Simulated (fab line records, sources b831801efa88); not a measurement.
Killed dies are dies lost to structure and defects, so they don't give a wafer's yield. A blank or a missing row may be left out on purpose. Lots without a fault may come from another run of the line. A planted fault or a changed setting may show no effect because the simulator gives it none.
Which tool did it? | flow gf180mcu | 24 lots, 72 wafers sampled, at 6 steps of a route of 602

WHAT THE GAUGES READ, wafer by wafer
GF_V4_OVL_MEAS_15. Usual: V4_OVL 0 nm, standard deviation 5.7.
lot  | measured     | on         | V4_OVL (nm) | flag
L074 | day 24 18:03 | overlay-01 | -3 -11 -2   |
L075 | day 25 03:04 | overlay-01 | 0 1 -1      |
L076 | day 25 11:15 | overlay-02 | -1 -10 1    |
L077 | day 25 11:36 | overlay-01 | 15 6 6      |
L078 | day 26 03:43 | overlay-01 | -3 -7 -2    |
L079 | day 26 05:55 | overlay-02 | -2 2 -1     |
L080 | day 26 17:14 | overlay-02 | 6 3 3       |
L081 | day 27 01:09 | overlay-02 | -11 3 -1    |
L082 | day 27 05:33 | overlay-01 | -4 -1 1     |
L083 | day 27 08:37 | overlay-01 | -9 -3 -9    |
L084 | day 27 21:17 | overlay-02 | -14 -15 -10 |
L085 | day 28 02:13 | overlay-01 | 12 9 10     |
L086 | day 28 09:29 | overlay-01 | 2 2 4       |
L087 | day 28 15:04 | overlay-02 | -5 4 5      |
L088 | day 29 00:53 | overlay-02 | -6 -6 -3    |
L089 | day 29 10:51 | overlay-01 | -8 -3 -7    |
L090 | day 29 20:31 | overlay-02 | -3 -7 -3    |
L091 | day 29 22:32 | overlay-01 | 1 0 3       |
L092 | day 30 02:59 | overlay-02 | 10 8 8      |
L093 | day 30 13:01 | overlay-01 | -1 -7 -8    |
L094 | day 30 14:15 | overlay-01 | -2 -2 4     |
L095 | day 30 20:19 | overlay-02 | 1 3 3       |
L096 | day 31 14:18 | overlay-02 | 3 8 0       |
L097 | day 31 15:06 | overlay-01 | 3 0 0       |

GF_M5_OVL_MEAS_08. Usual: M5_OVL -1 nm, standard deviation 5.2.
lot  | measured     | on         | M5_OVL (nm) | flag
L074 | day 26 14:49 | overlay-01 | -3 3 -4     |
L075 | day 26 23:13 | overlay-02 | 5 -6 -3     |
L076 | day 27 07:22 | overlay-02 | 0 -2 0      |
L077 | day 27 07:16 | overlay-01 | -5 -7 -2    |
L078 | day 27 22:26 | overlay-01 | 9 -1 -1     |
L079 | day 28 00:34 | overlay-01 | -4 -5 -3    |
L080 | day 28 11:50 | overlay-01 | -3 2 2      |
L081 | day 28 19:46 | overlay-01 | -9 -1 -6    |
L082 | day 28 23:01 | overlay-02 | 1 -4 -2     |
L083 | day 29 01:35 | overlay-02 | 4 -4 -2     |
L084 | day 29 14:18 | overlay-01 | 1 4 6       |
L085 | day 29 18:01 | overlay-02 | -6 -10 -9   |
L086 | day 30 01:28 | overlay-01 | -4 -7 -4    |
L087 | day 30 06:34 | overlay-01 | -8 -9 -10   |
L088 | day 30 17:52 | overlay-02 | 1 5 5       |
L089 | day 31 02:07 | overlay-01 | -12 -1 -6   |
L090 | day 31 10:48 | overlay-02 | 3 9 3       |
L091 | day 31 12:28 | overlay-02 | 6 2 -5      |
L092 | day 31 16:30 | overlay-01 | -5 -3 -2    |
L093 | day 32 02:40 | overlay-02 | 7 2 13      |
L094 | day 32 03:58 | overlay-02 | 2 5 1       |
L095 | day 32 09:38 | overlay-02 | -9 -1 3     |
L096 | day 33 01:21 | overlay-02 | 4 11 11     |
L097 | day 33 02:19 | overlay-01 | -3 -4 -5    |

GF_V5_OVL_MEAS_15. Usual: V5_OVL -3 nm, standard deviation 6.4.
lot  | measured     | on         | V5_OVL (nm) | flag
L074 | day 27 12:27 | overlay-02 | 1 2 0       |
L075 | day 27 20:39 | overlay-02 | -3 -10 0    |
L076 | day 28 05:01 | overlay-02 | -3 -1 1     |
L077 | day 28 04:41 | overlay-01 | -4 -4 -9    |
L078 | day 28 19:46 | overlay-02 | -17 -5 -18  |
L079 | day 28 22:04 | overlay-01 | -13 -11 -10 |
L080 | day 29 08:07 | overlay-02 | 9 0 0       |
L081 | day 29 20:21 | overlay-01 | -13 -15 -17 |
L082 | day 29 21:10 | overlay-01 | 2 8 1       |
L083 | day 29 22:29 | overlay-02 | -10 -11 -9  |
L084 | day 30 10:35 | overlay-02 | -2 -2 0     |
L085 | day 30 13:53 | overlay-01 | 1 -2 3      |
L086 | day 30 21:55 | overlay-02 | -2 2 0      |
L087 | day 31 01:46 | overlay-01 | -11 -8 -9   |
L088 | day 31 13:22 | overlay-01 | -7 2 -5     |
L089 | day 31 21:12 | overlay-02 | -11 -5 -11  |
L090 | day 32 05:36 | overlay-01 | 7 8 12      |
L091 | day 32 07:04 | overlay-01 | 1 -2 -3     |
L092 | day 32 10:57 | overlay-01 | -9 -6 -9    |
L093 | day 32 20:51 | overlay-01 | -6 -3 -9    |
L094 | day 32 22:07 | overlay-01 | -3 -4 0     |
L095 | day 33 03:19 | overlay-01 | -1 5 -5     |
L096 | day 33 18:07 | overlay-02 | 0 -4 -3     |
L097 | day 33 19:40 | overlay-02 | 9 3 7       |

GF_PASSIVATION_THK_MEAS_01. Usual: PASSIVATION_CVD_00_THK 999 nm, standard deviation 11.
lot  | measured     | on            | PASSIVATION_CVD_00_THK (nm) | flag
L074 | day 28 10:42 | film_metro-03 | 993 993 1011                |
L075 | day 28 19:11 | film_metro-03 | 993 1003 1009               |
L076 | day 29 02:38 | film_metro-04 | 980 994 1000                |
L077 | day 29 02:20 | film_metro-04 | 990 976 991                 |
L078 | day 29 17:21 | film_metro-03 | 988 1006 1015               |
L079 | day 29 19:00 | film_metro-03 | 974 995 1001                |
L080 | day 30 06:13 | film_metro-04 | 1006 997 1014               |
L081 | day 30 17:02 | film_metro-04 | 980 981 1005                |
L082 | day 30 17:59 | film_metro-04 | 985 1003 1000               |
L083 | day 30 19:56 | film_metro-04 | 997 1024 1000               |
L084 | day 31 07:48 | film_metro-04 | 1007 1008 1009              |
L085 | day 31 10:22 | film_metro-04 | 993 974 1005                |
L086 | day 31 19:02 | film_metro-04 | 991 1003 1018               |
L087 | day 31 21:46 | film_metro-02 | 990 1007 1004               |
L088 | day 32 08:27 | film_metro-02 | 987 1004 1011               |
L089 | day 32 16:11 | film_metro-02 | 976 994 1003                |
L090 | day 33 00:11 | film_metro-02 | 992 1000 1003               |
L091 | day 33 02:01 | film_metro-04 | 1009 1021 1012              |
L092 | day 33 05:38 | film_metro-03 | 1001 998 1017               |
L093 | day 33 15:07 | film_metro-04 | 995 990 1002                |
L094 | day 33 16:22 | film_metro-03 | 967 986 998                 |
L095 | day 33 21:49 | film_metro-04 | 990 982 1018                |
L096 | day 34 12:05 | film_metro-04 | 996 1004 1015               |
L097 | day 34 13:00 | film_metro-04 | 987 1005 1000               |

WHICH TOOL RAN EACH LOT (tool, then ch and the chambers of the sampled wafers, then the start)
lot  | GF_V4_CVD_23                  | GF_TOP_METAL_SPUTTER_04
L074 | cvd_w-01 ch 0,1, day 24 18:52 | pvd_sputter-01, day 27 14:06
L075 | cvd_w-02 ch 0,1, day 25 03:52 | pvd_sputter-04, day 27 22:17
L076 | cvd_w-02 ch 0,1, day 25 12:02 | pvd_sputter-01, day 28 06:38
L077 | cvd_w-02 ch 0,1, day 25 12:25 | pvd_sputter-04, day 28 06:18
L078 | cvd_w-01 ch 0,1, day 26 04:32 | pvd_sputter-02, day 28 21:28
L079 | cvd_w-02 ch 0,1, day 26 06:49 | pvd_sputter-04, day 28 23:40
L080 | cvd_w-01 ch 0,1, day 26 18:03 | pvd_sputter-04, day 29 09:46
L081 | cvd_w-02 ch 0,1, day 27 01:59 | pvd_sputter-01, day 29 21:59
L082 | cvd_w-01 ch 0,1, day 27 06:24 | pvd_sputter-01, day 29 22:47
L083 | cvd_w-01 ch 0,1, day 27 09:26 | pvd_sputter-04, day 30 00:05
L084 | cvd_w-01 ch 0, day 27 22:08   | pvd_sputter-02, day 30 12:12
L085 | cvd_w-01 ch 0,1, day 28 03:01 | pvd_sputter-04, day 30 15:34
L086 | cvd_w-02 ch 0,1, day 28 10:17 | pvd_sputter-04, day 30 23:36
L087 | cvd_w-02 ch 0,1, day 28 15:51 | pvd_sputter-01, day 31 03:29
L088 | cvd_w-02 ch 1, day 29 01:46   | pvd_sputter-02, day 31 15:04
L089 | cvd_w-01 ch 0,1, day 29 11:40 | pvd_sputter-01, day 31 22:48
L090 | cvd_w-02 ch 1, day 29 21:19   | pvd_sputter-02, day 32 07:13
L091 | cvd_w-02 ch 0,1, day 29 23:21 | pvd_sputter-04, day 32 08:39
L092 | cvd_w-02 ch 0,1, day 30 03:47 | pvd_sputter-01, day 32 12:34
L093 | cvd_w-02 ch 0,1, day 30 13:49 | pvd_sputter-04, day 32 22:27
L094 | cvd_w-02 ch 0,1, day 30 15:03 | pvd_sputter-04, day 32 23:46
L095 | cvd_w-02 ch 0,1, day 30 21:08 | pvd_sputter-04, day 33 04:56
L096 | cvd_w-02 ch 0,1, day 31 15:08 | pvd_sputter-01, day 33 19:46
L097 | cvd_w-02 ch 0,1, day 31 15:53 | pvd_sputter-01, day 33 21:19
- GF_V4_CVD_23: deposits W, target thk 350 nm, time 104.9 s.
- GF_TOP_METAL_SPUTTER_04: material TiN, target thk 25 nm, time 20.8 s.

WHAT THE TOOLS THEMSELVES READ (means of the sampled wafers that have a number; where no wafer has one, the mark that the record gives instead)
GF_V4_CVD_23. Usual: heater_power_w 814 W, standard deviation 41.
lot  | tool     | heater_power_w (W) | flag
L074 | cvd_w-01 | 807                |
L075 | cvd_w-02 | 832                |
L076 | cvd_w-02 | 813                |
L077 | cvd_w-02 | 804                |
L078 | cvd_w-01 | 818                |
L079 | cvd_w-02 | 786                |
L080 | cvd_w-01 | 823                |
L081 | cvd_w-02 | 815                |
L082 | cvd_w-01 | 847                |
L083 | cvd_w-01 | 834                |
L084 | cvd_w-01 | 807                |
L085 | cvd_w-01 | 827                |
L086 | cvd_w-02 | 825                |
L087 | cvd_w-02 | 782                |
L088 | cvd_w-02 | 763                |
L089 | cvd_w-01 | 828                |
L090 | cvd_w-02 | 761                |
L091 | cvd_w-02 | 828                |
L092 | cvd_w-02 | 828                |
L093 | cvd_w-02 | 779                |
L094 | cvd_w-02 | 825                |
L095 | cvd_w-02 | 826                |
L096 | cvd_w-02 | 837                |
L097 | cvd_w-02 | 823                |

GF_TOP_METAL_SPUTTER_04. Usual: chamber_pressure_pa 0.3999 Pa, standard deviation 0.00068; throttle_valve_pct 30.3 %, standard deviation 1.1.
lot  | tool           | chamber_pressure_pa (Pa) | throttle_valve_pct (%) | flag
L074 | pvd_sputter-01 | 0.3995                   | 29.5                   |
L075 | pvd_sputter-04 | 0.3997                   | 30.5                   |
L076 | pvd_sputter-01 | 0.4000                   | 30.8                   |
L077 | pvd_sputter-04 | 0.3991                   | 30.3                   |
L078 | pvd_sputter-02 | 0.3997                   | 30.4                   |
L079 | pvd_sputter-04 | 0.4001                   | 30.9                   |
L080 | pvd_sputter-04 | 0.4000                   | 29.9                   |
L081 | pvd_sputter-01 | 0.3995                   | 31.6                   |
L082 | pvd_sputter-01 | 0.4006                   | 30.8                   |
L083 | pvd_sputter-04 | 0.3998                   | 30.9                   |
L084 | pvd_sputter-02 | 0.4001                   | 29.8                   |
L085 | pvd_sputter-04 | 0.3995                   | 30.7                   |
L086 | pvd_sputter-04 | 0.4009                   | 30.4                   |
L087 | pvd_sputter-01 | 0.3999                   | 30.0                   |
L088 | pvd_sputter-02 | 0.3998                   | 30.5                   |
L089 | pvd_sputter-01 | 0.4003                   | 30.3                   |
L090 | pvd_sputter-02 | 0.4002                   | 29.9                   |
L091 | pvd_sputter-04 | 0.3999                   | 30.2                   |
L092 | pvd_sputter-01 | 0.3995                   | 30.8                   |
L093 | pvd_sputter-04 | 0.4001                   | 30.0                   |
L094 | pvd_sputter-04 | 0.4007                   | 30.8                   |
L095 | pvd_sputter-04 | 0.4006                   | 29.6                   |
L096 | pvd_sputter-01 | 0.3997                   | 29.9                   |
L097 | pvd_sputter-01 | 0.3997                   | 30.5                   |

THE ANSWER, worked out from the rows above alone
Rule: a lot is off if the mean of its wafers that have a number lies more than 3 standard deviations from the usual mean. A lot without any number at a reading at which 4 lots or more have one is off too. The other lots that the step has rows for count as sound. The gauges are gone through in route order, then the tools' own readings, and for those a lot's mean is taken as printed above. The first step at which some lot is off is used, and at that step the reading that is off furthest; a lot without a number counts as furthest.
No lot is off at any reading shown: from this, nothing can be told.

WHAT THE SIMULATOR HAD PUT IN
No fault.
